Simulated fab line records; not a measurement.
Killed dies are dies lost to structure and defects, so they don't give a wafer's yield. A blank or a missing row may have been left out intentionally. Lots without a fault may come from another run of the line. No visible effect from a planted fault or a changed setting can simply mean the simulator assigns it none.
Problem report, 8D (eight disciplines) form, completed by code / flow sky130 / the parts of the form that need people (team, actions taken, sign-off) are left out

1. WHAT IS WRONG
Wafers without a fault read 10.000, standard deviation 0.0031; beam energy keV at SKY_GATE_OXIDE_IMPLANT_11 reads a mean of 8.473 on 9 wafers belonging to 3 lots. So: -99 or more standard deviations from the usual mean.
The first sign was on wafer L942.2 at day 14 07:32, on implanter-04. Wafers with a number at this step in the record: 42, from 14 lots. The rule behind "out" and "out of limits": a value lying over 4 standard deviations away from the usual mean. All remaining wafers that have a number are taken as sound.

2. WHAT IT IS AND WHAT IT IS NOT
question=which readings at this step | is=beam energy keV | is not=end station pressure torr
question=which lots | is=L942, L943, L945 | is not=L941, L954, L955, L956, L957, L958, L959, L960, L961, L962, L963
question=which wafers of those lots | is=all that have a number | is not=-
question=read on which tools | is=implanter-04 | is not=implanter-02, implanter-03
question=when | is=from day 14 07:32 | is not=up to then (3 sound wafers); but 30 sound wafers of L954, L955, L956, L957, L958, L959, L960, L961, L962, L963 came after

3. SUSPECTS, AND WHAT RULES EACH OUT
Counting: a tool stays on the suspect list if, at a process step up to the reading, it processed all lots that are out and no sound lot following the first of them.
- implanter-04 at SKY_GATE_OXIDE_IMPLANT_11: ruled out as a lasting fault. Following L942 (day 14 07:32), the first lot on it that is out, the sound lots L957, L959, L958, L961, L962 were run on it.
Left after counting: nothing in the record.

4. THE CAUSE (what the simulator had put in)
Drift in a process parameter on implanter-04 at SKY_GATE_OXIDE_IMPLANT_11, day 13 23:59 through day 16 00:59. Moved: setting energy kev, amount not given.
Counting ruled it out, wrongly.

5. SEQUENCE OF EFFECTS, ordered by route
Each row: a reading whose mean over the struck wafers that have a number lies more than 3 standard deviations from the usual. Scope: only readings with a usual standard deviation given in the record; hours: median across lots of the time from each lot's start at the first step in this table that gives one to its start at this step; sigmas: change in usual standard deviations.
hours=0; step=SKY_GATE_OXIDE_IMPLANT_11; reading=beam energy keV; usual=10.000; on struck wafers=8.473; change=-1.527; sigmas=-99 or more
Its process steps:
- SKY_GATE_OXIDE_IMPLANT_11

6. WHAT WOULD HAVE CAUGHT IT SOONER
The fault began at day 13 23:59; the first out-of-limits reading in this record came at day 14 07:32, 8 hours later.
